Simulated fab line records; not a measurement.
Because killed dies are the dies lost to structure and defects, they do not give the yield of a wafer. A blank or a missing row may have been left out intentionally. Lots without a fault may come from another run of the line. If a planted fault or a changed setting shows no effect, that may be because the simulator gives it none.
Tool commonality check	flow sky130	12 lots, 36 wafers sampled

REASON FOR OPENING
SKY_LDD_LDN_TW_MEAS_13, reading LDD_LDN_TW: flagged on 2 of 12 lots. No-fault wafers: 1473, standard deviation 8.
Rule: a lot gets a flag if all its wafers with a number sit over 4 standard deviations from that mean, or if no wafer of it has a number. As for the other lots, they are considered sound.

lot	measured	on	LDD_LDN_TW, wafer by wafer	flag
L768	day 22 22:46	film-metro-01	1461 1457 1457	
L769	day 23 08:55	film-metro-04	1479 1483 1478	
L771	day 24 04:40	film-metro-01	1469 1471 1471	
L774	day 25 12:07	film-metro-03	1484 1483 1477	
L776	day 26 07:59	film-metro-03	1483 1481 1484	
L778	day 26 19:05	film-metro-01	1464 1466 1467	
L780	day 27 14:12	film-metro-04	1461 1457 1462	
L781	day 28 03:16	film-metro-01	1470 1472 1463	
L784	day 29 14:13	film-metro-03	1418 1418 1417	FLAGGED
L785	day 29 17:49	film-metro-01	1401 1407 1405	FLAGGED
L790	day 30 16:43	film-metro-04	1478 1483 1477	
L789	day 30 21:01	film-metro-04	1484 1481 1488	
The numbers of the flagged lots are 1411 on average: -62 against the usual, or -8 standard deviations.

WHICH TOOL RAN EACH LOT
The record keeps 1 process step preceding the reading, out of 708 steps on the route. Every cell lists first the tool, next ch and the chambers used by the sampled wafers, and last the start.
lot	flag	SKY_LDD_LDN_IMPLANT_10
L768		implanter-04 ch 0, day 22 22:23
L769		implanter-04 ch 0, day 23 08:32
L771		implanter-01 ch 0, day 24 04:17
L774		implanter-01 ch 0, day 25 11:44
L776		implanter-04 ch 0, day 26 07:35
L778		implanter-04 ch 0, day 26 18:43
L780		implanter-02 ch 0, day 27 13:50
L781		implanter-02 ch 0, day 28 02:52
L784	FLAGGED	implanter-02 ch 0, day 29 13:50
L785	FLAGGED	implanter-02 ch 0, day 29 17:26
L790		implanter-01 ch 0, day 30 16:19
L789		implanter-01 ch 0, day 30 20:37
What these steps do:
- SKY_LDD_LDN_IMPLANT_10
- SKY_LDD_LDN_TW_MEAS_13

FLAGGED OVER TOTAL, TOOL BY TOOL (the gauges that took the reading come last)
step	tool	lots run	flagged	share of the flagged lots	sound lots run after its first flagged lot
SKY_LDD_LDN_IMPLANT_10	implanter-01	4	0	none	-
SKY_LDD_LDN_IMPLANT_10	implanter-02	4	2	all	0
SKY_LDD_LDN_IMPLANT_10	implanter-04	4	0	none	-
SKY_LDD_LDN_TW_MEAS_13	film-metro-01	5	1	some	0
SKY_LDD_LDN_TW_MEAS_13	film-metro-03	3	1	some	0
SKY_LDD_LDN_TW_MEAS_13	film-metro-04	4	0	none	-

THE TABLE: WHAT IT ALLOWS
In the table, 1 row covers all flagged lots: implanter-02 at SKY_LDD_LDN_IMPLANT_10.
- implanter-02 at SKY_LDD_LDN_IMPLANT_10: 2 of its 4 lots flagged. It ran its last sound lot, L781, at day 28 02:52 and its first flagged lot, L784, at day 29 13:50: a fault with its onset between the two fits. Its own readings (dose-ions-cm2, faraday-current-uA) fall more than 4 standard deviations out on all wafers of the flagged lots.
What remains is a single tool, implanter-02 at SKY_LDD_LDN_IMPLANT_10.

WHAT HAD BEEN PUT IN BY THE SIMULATOR
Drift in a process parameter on implanter-02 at SKY_LDD_LDN_IMPLANT_10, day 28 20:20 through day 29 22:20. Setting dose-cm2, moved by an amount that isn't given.
Shown lots that were struck: L784, L785. This agrees with what the rule above found.
